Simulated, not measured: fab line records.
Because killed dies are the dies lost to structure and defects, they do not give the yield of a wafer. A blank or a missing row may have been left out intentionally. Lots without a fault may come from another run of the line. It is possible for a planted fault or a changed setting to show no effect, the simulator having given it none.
2 desks looking at one fault	flow sfq-line	every desk sees just its own numbers, and what lay behind them comes last

## FROM THE METROLOGY DESK
What the gauges read for every lot (on any tool): the sampled wafers with a number, averaged. Marked OUT: a lot whose mean sits more than 4 standard deviations from the usual mean, which makes it out of limits; the brackets give that distance.
Columns: A = I0_BOW at SFQ_I0_BOW_MEAS_907, usual 2 um; B = I0_OVL at SFQ_I0_OVL_MEAS_908, usual 0 nm
lot	first seen here	A	B
L879	day 11 23:30	6	-8
L880	day 12 09:13	7	-7
L887	day 15 10:50	5	4
L889	day 15 20:41	1	-5
L890	day 16 05:31	-6	-1
L897	day 18 20:48	12	-0
L898	day 19 03:59	-1	4
This desk's finding: nothing out of limits on any of the 7 lots.

## TOOL OWNER'S DESK, rie-diel-02
The tool's own readings at SFQ_TRILAYER_I0_VIA_BARC_OPEN_VIA_ETCH_046 (etches BARC in O2, target depth 125 nm, time 41.7 s): means of the sampled wafers that have a number, for each lot that ran on this tool. Marked OUT: a lot whose mean sits more than 4 standard deviations from the usual mean, which makes it out of limits; the brackets give that distance.
Columns: A = drypump-motor-current-A at SFQ_TRILAYER_I0_VIA_BARC_OPEN_VIA_ETCH_046, usual 5.5 A; B = oes-product-au at SFQ_TRILAYER_I0_VIA_BARC_OPEN_VIA_ETCH_046, usual 0.685 a.u.; C = run-length-s at SFQ_TRILAYER_I0_VIA_BARC_OPEN_VIA_ETCH_046, usual 70.0 s
lot	first seen here	A	B	C
L879	day 17 03:17	5.4	0.689	69.9
L887	day 20 21:55	5.3	0.719 (+7.5) OUT	67.2 (-6.7) OUT
L889	day 21 00:20	5.0	0.731 (+9.9) OUT	66.8 (-7.7) OUT
L890	day 21 01:31	5.2	0.731 (+10) OUT	66.4 (-8.8) OUT
This desk's verdict: out of limits on L887, L889, L890, starting with L887 at day 20 21:55 (oes-product-au at SFQ_TRILAYER_I0_VIA_BARC_OPEN_VIA_ETCH_046). L879 stayed within limits.

## ALL TOGETHER
The tool owner's desk had the chance to raise an alarm at day 20 21:55 on L887, L889, L890.
At the metrology desk, nothing out of limits was observed.
The metrology desk holds a record of L887, L889, L890, inside its limits.
Of the lots named, all ran SFQ_TRILAYER_I0_VIA_BARC_OPEN_VIA_ETCH_046 on rie-diel-02.

## WHAT WAS PUT IN BY THE SIMULATOR
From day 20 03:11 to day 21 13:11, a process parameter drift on rie-diel-02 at SFQ_TRILAYER_I0_VIA_BARC_OPEN_VIA_ETCH_046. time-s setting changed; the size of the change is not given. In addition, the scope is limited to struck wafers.
Struck lots among those shown: L887, L889, L890.
Time in hours from fault onset to the first out-of-limits reading at each desk: the tool owner's desk, 19.
